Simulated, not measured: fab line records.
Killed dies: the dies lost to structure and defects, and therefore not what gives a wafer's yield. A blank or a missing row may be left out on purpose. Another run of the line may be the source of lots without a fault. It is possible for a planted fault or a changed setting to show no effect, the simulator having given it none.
A single fault, viewed from 2 desks | flow sky130 | numbers are kept per desk, each desk with only its own; the story behind them comes last

## METROLOGY DESK
What the gauges read, lot by lot, whatever tool the lot ran on: means of the sampled wafers that have a number. Marked OUT: a lot whose mean sits more than 4 standard deviations from the usual mean, which makes it out of limits; the brackets give that distance.
Columns: A = VT_ADJUST_LVTN_OVL at SKY_VT_ADJUST_LVTN_OVL_MEAS_07, usual 0.1 nm; B = SONOS_TUNNEL_TW at SKY_SONOS_TUNNEL_TW_MEAS_12, usual 198.3
lot  | first seen here | A    | B
L790 | day 7 02:32     | -0.5 | 199.8
L794 | day 8 07:29     | -2.0 | 195.9
L793 | day 8 07:33     | -0.6 | 200.9
L796 | day 9 11:55     | -0.8 | 198.2
L798 | day 9 14:20     | -1.2 | 201.2
L800 | day 10 02:49    | 0.8  | 197.5
L802 | day 10 09:35    | 1.5  | 160.3 (-21) OUT
L803 | day 10 11:35    | 0.6  | 158.4 (-22) OUT
L810 | day 12 10:31    | 0.7  | 196.8
L809 | day 12 11:11    | 1.9  | 197.4
L812 | day 12 19:31    | -1.5 | 197.5
L813 | day 13 06:55    | 0.7  | 194.7
This desk's finding: out of limits on L802, L803; first on L802, day 15 13:24 (SONOS_TUNNEL_TW at SKY_SONOS_TUNNEL_TW_MEAS_12). L790, L794, L793, L796, L798, L800, L810, L809, L812, L813: within limits.

## FOR THE TOOL OWNER'S DESK: implanter-04
For each lot that ran on this tool, the mean over its sampled wafers that have a number, from the tool's own readings at SKY_SONOS_TUNNEL_IMPLANT_09. Marked OUT: a lot whose mean sits more than 4 standard deviations from the usual mean, which makes it out of limits; the brackets give that distance.
Columns: A = dose_ions_cm2 at SKY_SONOS_TUNNEL_IMPLANT_09, usual 9.999e+11; B = faraday_current_uA at SKY_SONOS_TUNNEL_IMPLANT_09, usual 5.65
lot  | first seen here | A                           | B
L794 | day 13 02:31    | 9.982e+11                   | 5.62
L793 | day 13 04:28    | 1.000e+12                   | 5.64
L800 | day 15 04:19    | 1.000e+12                   | 5.62
L802 | day 15 13:01    | 4.472e+11 (-99 or more) OUT | 2.51 (-31) OUT
L803 | day 15 16:10    | 4.470e+11 (-99 or more) OUT | 2.52 (-31) OUT
L813 | day 19 01:50    | 9.993e+11                   | 5.67
Finding of this desk: L802, L803 out of limits; the first was L802 at day 15 13:01, on dose_ions_cm2 at SKY_SONOS_TUNNEL_IMPLANT_09. L794, L793, L800, L813: within limits.

## PUT TOGETHER
The tool owner's desk had the chance to raise an alarm at day 15 13:01 on L802, L803.
Metrology desk: alarm possible at day 15 13:24 on L802, L803.
SKY_SONOS_TUNNEL_IMPLANT_09 was run on implanter-04 by each of the lots named.

## WHAT WAS PUT IN BY THE SIMULATOR
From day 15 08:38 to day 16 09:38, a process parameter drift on implanter-04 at SKY_SONOS_TUNNEL_IMPLANT_09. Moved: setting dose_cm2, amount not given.
Shown lots that were struck: L802, L803.
Time in hours from fault onset to the first out-of-limits reading at each desk: tool owner's desk 4, metrology desk 5.
